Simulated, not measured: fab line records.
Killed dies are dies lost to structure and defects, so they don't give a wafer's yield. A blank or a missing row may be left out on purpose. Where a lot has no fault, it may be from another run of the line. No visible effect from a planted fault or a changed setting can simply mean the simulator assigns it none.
Matching of chambers	flow sfqLine	rieDiel-03 running SFQ_TRILAYER_I2_VIA_ETCH_VIA_ETCH_070: 4 sister chambers
The step etches SiO2 in CHF3, stops on Nb, target depth 260 nm. 4 wafers are shown with their chamber, then 8 later ones without.

== WAFERS, EACH WITH ITS CHAMBER ==
wafer	chamber	drypumpMotorCurrentA (A)
L932.1	1	5.6
L933.2	0	6.3
L933.3	3	5.7
L933.6	2	5.4

== WAFERS WHOSE CHAMBER IS MISSING ==
wafer	drypumpMotorCurrentA (A)
L935.1	5.4
L935.5	5.4
L935.6	5.7
L937.3	5.5
L937.4	5.5
L941.1	5.4
L941.3	5.7
L941.6	5.7

== CHAMBER TAKEN BY EACH ==
wafer	from the rows above	in truth
L935.1	2	2
L935.5	2	2
L935.6	3	3
L937.3	can't be placed: 1 or 2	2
L937.4	can't be placed: 1 or 2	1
L941.1	2	2
L941.3	3	3
L941.6	3	3
Correct placement for 6 of the 8. Cannot be placed on the basis of these rows: 2; the candidates contain the true chamber in 2. Wrongly placed: 0.
How it was worked out, from the rows above alone: a wafer's distance from a chamber is the root of the sum, over the readings, of the square of ((its reading less the chamber's mean) divided by the reading's scatter). If the next closest chamber is less than 2 further off than the closest, the wafer can't be placed; otherwise it belongs to the closest. The mean given for a chamber averages the wafers shown for that chamber. The scatter (one wafer shown for each chamber): square how far every hidden wafer sits from the nearest shown wafer, average those squares and take the square root.
